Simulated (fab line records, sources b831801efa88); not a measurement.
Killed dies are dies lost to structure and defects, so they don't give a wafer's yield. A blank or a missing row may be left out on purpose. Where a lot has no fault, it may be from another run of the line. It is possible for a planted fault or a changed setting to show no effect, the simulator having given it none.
Matching of chambers	flow gf180mcu	GF_V4_ETCH_16 on rie_diel-03 has 4 sister chambers
The step etches BARC in N2/H2. 4 wafers are shown with their chamber, then 11 later ones without.

WAFERS WITH THEIR CHAMBER
wafer	chamber	drypump_motor_current_A (A)
L090.1	0	5.6
L090.2	2	5.6
L090.3	1	5.4
L090.4	3	5.9

WAFERS WHOSE CHAMBER IS MISSING
wafer	drypump_motor_current_A (A)
L090.5	5.4
L090.6	5.6
L094.2	5.6
L094.3	5.9
L094.6	5.9
L095.4	5.4
L095.5	5.5
L095.6	5.9
L097.1	6.0
L097.2	5.4
L097.3	5.5

EACH ONE'S CHAMBER
wafer	from the rows above	in truth
L090.5	1	1
L090.6	can't be placed: 0 or 2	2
L094.2	can't be placed: 0 or 2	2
L094.3	3	3
L094.6	3	3
L095.4	1	1
L095.5	can't be placed: 0 or 1 or 2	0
L095.6	3	3
L097.1	3	3
L097.2	1	1
L097.3	can't be placed: 0 or 1 or 2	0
Correctly placed: 7 of 11. From these rows, 4 cannot be placed; in 4 the true chamber is one of the candidates. 0 placed wrongly.
How it was worked out, from the rows above alone: a wafer's distance from a chamber is the root of the sum, over the readings, of the square of ((its reading less the chamber's mean) divided by the reading's scatter). If the next closest chamber is less than 2 further off than the closest, the wafer can't be placed; otherwise it belongs to the closest. Each chamber's mean is taken over the wafers shown for it. The scatter: with one shown wafer a chamber, the root of the mean of the squares of how far each hidden wafer lies from its nearest shown one.
